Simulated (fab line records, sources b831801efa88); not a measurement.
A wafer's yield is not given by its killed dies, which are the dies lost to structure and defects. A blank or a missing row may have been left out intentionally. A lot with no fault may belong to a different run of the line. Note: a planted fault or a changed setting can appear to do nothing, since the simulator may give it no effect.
Problem report, 8D (eight disciplines) form, completed by code | flow sky130 | the parts of the form that need people (team, actions taken, sign-off) are left out

== 1. WHAT WENT WRONG ==
SKY_PAD_OPEN_PROBE_99, killedAtOther: mean 53.0 over 1 wafer from 1 lot; wafers with no fault: 0.3, standard deviation 0.47. That is +99 or more standard deviations from the usual mean.
First seen on wafer L831.6, day 49 07:06, on prober-01. Wafers with a number at this step in the record: 9, from 3 lots. The rule behind "out" and "out of limits": a value lying over 4 standard deviations away from the usual mean. The rest of the wafers with a number are treated as sound.

== 2. WHAT IT IS AND WHAT IT IS NOT ==
question                    | is                                                                                                                | is not
which readings at this step | killedAtOther, defectLimitedYield, killedDies, sort_bin_3_pad_short, sort_bin_5_function, sortNPass, sortYieldPct | killed_at_M0_to_M3, killed_at_M4_up, killedAtContacts, killedAtFrontEnd, killedOpen, killedShort, sort_bin_6_memory
which lots                  | L831                                                                                                              | L834, L838
which wafers of those lots  | L831.6                                                                                                            | L831.1, L831.3
read on which tools         | prober-01                                                                                                         | prober-02
when                        | from day 49 07:06                                                                                                 | up to then (2 sound wafers); but 6 sound wafers of L834, L838 came after

== 3. SUSPECTS, AND WHAT RULES EACH OUT ==
Counting: if a tool at a process step up to the reading ran every lot that is out, it stays a suspect. Sound lots after the first of them don't rule it out here, since some wafers of a struck lot are sound.
- rieMetal-03 at SKY_CAP2M_METAL_ETCH_13 (etches TiN in Cl2/BCl3, stops on SiO2, target depth 220 nm, time 62.9 s): kept. It ran the lot that is out, L831 (day 44 18:37).
- pvdSputter-03 at SKY_METAL5_SPUTTER_01 (material TiN, target thk 20 nm, time 16.7 s): kept. It ran the lot that is out, L831 (day 46 17:23).
- rieDiel-02 at SKY_PASSIVATION_ETCH_11 (etches the open film in CF4/O2, stops on AlCu, target depth 725 nm, time 161.1 s): kept. It ran the lot that is out, L831 (day 48 10:29).
- prober-01 at SKY_PAD_OPEN_PROBE_99: kept. It ran the lot that is out, L831 (day 49 06:51). Its own readings are out on those wafers: defectLimitedYield, killedAtOther, killedDies, sort_bin_3_pad_short, sort_bin_5_function, sortNPass, sortYieldPct.
- Within rieMetal-03 at SKY_CAP2M_METAL_ETCH_13: the wafers that are out ran in chamber 1; their sound lot-mates ran in chamber 0.
Left after counting: rieMetal-03 at SKY_CAP2M_METAL_ETCH_13, pvdSputter-03 at SKY_METAL5_SPUTTER_01, rieDiel-02 at SKY_PASSIVATION_ETCH_11, prober-01 at SKY_PAD_OPEN_PROBE_99.

== 4. THE CAUSE (what the simulator had put in) ==
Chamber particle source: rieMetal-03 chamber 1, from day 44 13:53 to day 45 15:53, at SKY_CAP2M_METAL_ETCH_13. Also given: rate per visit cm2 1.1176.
Counting leaves 4 suspects; this tool is one of them.

== 5. THE CHAIN OF EFFECTS, in route order ==
Each row: a reading where the mean over the struck wafers with a number is more than 3 standard deviations away from the usual. Scope: only readings with a usual standard deviation given in the record; hours: median across lots of the time from each lot's start at the first step in this table that gives one to its start at this step; sigmas: change in usual standard deviations.
hours | step                  | reading              | usual  | on struck wafers | change | sigmas
0     | SKY_PAD_OPEN_PROBE_99 | defectLimitedYield   | 83.0 % | 70.9             | -12.1  | -6.0
0     | SKY_PAD_OPEN_PROBE_99 | killedAtOther        | 0.3    | 53.0             | +52.7  | +99 or more
0     | SKY_PAD_OPEN_PROBE_99 | killedDies           | 84     | 143              | +59    | +6.0
0     | SKY_PAD_OPEN_PROBE_99 | sort_bin_3_pad_short | 0.8 %  | 2.8              | +2.0   | +5.0
0     | SKY_PAD_OPEN_PROBE_99 | sort_bin_5_function  | 10.1 % | 19.9             | +9.8   | +7.0
0     | SKY_PAD_OPEN_PROBE_99 | sortNPass            | 408    | 349              | -59    | -6.0
0     | SKY_PAD_OPEN_PROBE_99 | sortYieldPct         | 83.0 % | 70.9             | -12.1  | -6.0
Its process steps:
- SKY_PAD_OPEN_PROBE_99

== 6. HOW IT WOULD HAVE BEEN CAUGHT EARLIER ==
First out-of-limits reading in this record: day 49 07:06, which is 113 hours after fault onset at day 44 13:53.
Tool readings at SKY_CAP2M_METAL_ETCH_13 with a usual standard deviation given in the record: none out on any struck wafer, hence no alarm at a limit of 4 standard deviations on them.
Each of the lots that are out, 1 in all, had begun SKY_CAP2M_METAL_ETCH_13 on rieMetal-03 no later than day 49 07:06. Tool hold at that time: it would have spared none of them.
